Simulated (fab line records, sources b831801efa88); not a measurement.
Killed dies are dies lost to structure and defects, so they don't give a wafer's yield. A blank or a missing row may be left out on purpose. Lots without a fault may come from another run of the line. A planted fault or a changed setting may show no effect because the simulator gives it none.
Problem report in the 8D (eight disciplines) form, filled by code | flow sky130 | the parts of the form that need people (team, actions taken, sign-off) are left out

1. THE PROBLEM
CONTACT_W_RS at SKY_CONTACT_RS_MEAS_25 reads a mean of 0.542 ohm/sq on 3 wafers of 3 lots; wafers without a fault read 0.336 ohm/sq with a standard deviation of 0.0062. That is +33 standard deviations from the usual mean.
The step: measures by four-point-probe.
First seen on wafer L681.5, day 35 13:05, on film_metro-03. The record holds 30 wafers of 11 lots with a number at this step. Rule for "out", or "out of limits": more than 4 standard deviations from the usual mean. The other wafers with a number count as sound.

2. WHAT IT IS AND WHAT IT IS NOT
question                    | is                           | is not
which readings at this step | CONTACT_W_RS                 | -
which lots                  | L681, L682, L684             | L672, L674, L675, L677, L678, L688, L693, L694
which wafers of those lots  | L681.5, L682.5, L684.6       | L681.2, L682.2, L684.1
read on which gauges        | film_metro-03, film_metro-04 | film_metro-01
when                        | from day 35 13:05            | up to then (16 sound wafers); but 11 sound wafers of L682, L684, L688, L693, L694 came after

3. SUSPECTS, AND WHAT RULES EACH OUT
Counting: a tool at a process step up to the reading stays a suspect if it ran every lot that is out. Sound lots after the first of them don't rule it out here, since some wafers of a struck lot are sound.
- the gauge at SKY_CONTACT_RS_MEAS_25: ruled out. The wafers that are out were read on 2 gauges (film_metro-03, film_metro-04).
- pvd_sputter-03 at SKY_CONTACT_SPUTTER_23 (material TiN, target thk 20 nm, time 80 s): kept. It ran every lot that is out, first L681 (day 35 12:53).
- cvd_w-02 at SKY_CONTACT_CVD_24 (deposits W, target thk 340 nm, time 102.12 s): kept. It ran every lot that is out, first L681 (day 35 12:57); its last sound lot up to then is L677 (day 34 00:17).
Left after counting: pvd_sputter-03 at SKY_CONTACT_SPUTTER_23, cvd_w-02 at SKY_CONTACT_CVD_24.

4. THE CAUSE (what the simulator had put in)
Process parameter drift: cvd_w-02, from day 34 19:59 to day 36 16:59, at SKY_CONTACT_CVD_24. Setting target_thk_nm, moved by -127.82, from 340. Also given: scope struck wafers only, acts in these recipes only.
Counting left 2 suspects, and this tool is among them.

5. THE CHAIN OF EFFECTS, in route order
Each row: a reading whose mean over the struck wafers that have a number lies more than 3 standard deviations from the usual. Only readings for which the record gives a usual standard deviation are gone through. hours: the time from each lot's start at the first step in this table that gives one to its start at this step, as a median over the lots. sigmas: the change in usual standard deviations.
hours | step                    | reading            | usual        | on struck wafers | change | sigmas
0     | SKY_CONTACT_RS_MEAS_25  | CONTACT_W_RS       | 0.336 ohm/sq | 0.542            | +0.206 | +33
5     | SKY_CONTACT_THK_MEAS_26 | CONTACT_W_THK      | 344 nm       | 213              | -131   | -19
9     | SKY_CONTACT_CMP_27      | time_to_endpoint_s | 81 s         | 50               | -31    | -7.0
The process steps in it:
- SKY_CONTACT_CMP_27: polishes, stops on SiO2, t overpolish 15 s, target thk 0 nm.
Later measuring or inspecting steps at which every struck wafer that the step has a row for has a number for every such reading, and none has moved that far: SKY_METAL1_RS_MEAS_05.

6. WHAT WOULD HAVE CAUGHT IT SOONER
In this record the first reading out of limits at a measuring or inspecting step was taken at day 35 13:05, 17 hours after the fault began at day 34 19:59.
Of the tool readings at SKY_CONTACT_CVD_24 for which the record gives a usual standard deviation, none was out on any struck wafer, so an alarm limit of 4 standard deviations on them would not have fired.
Of the lots that are out (3), L684, L682 began SKY_CONTACT_CVD_24 on cvd_w-02 after day 35 13:05. A hold on the tool at that time would have spared those 2.
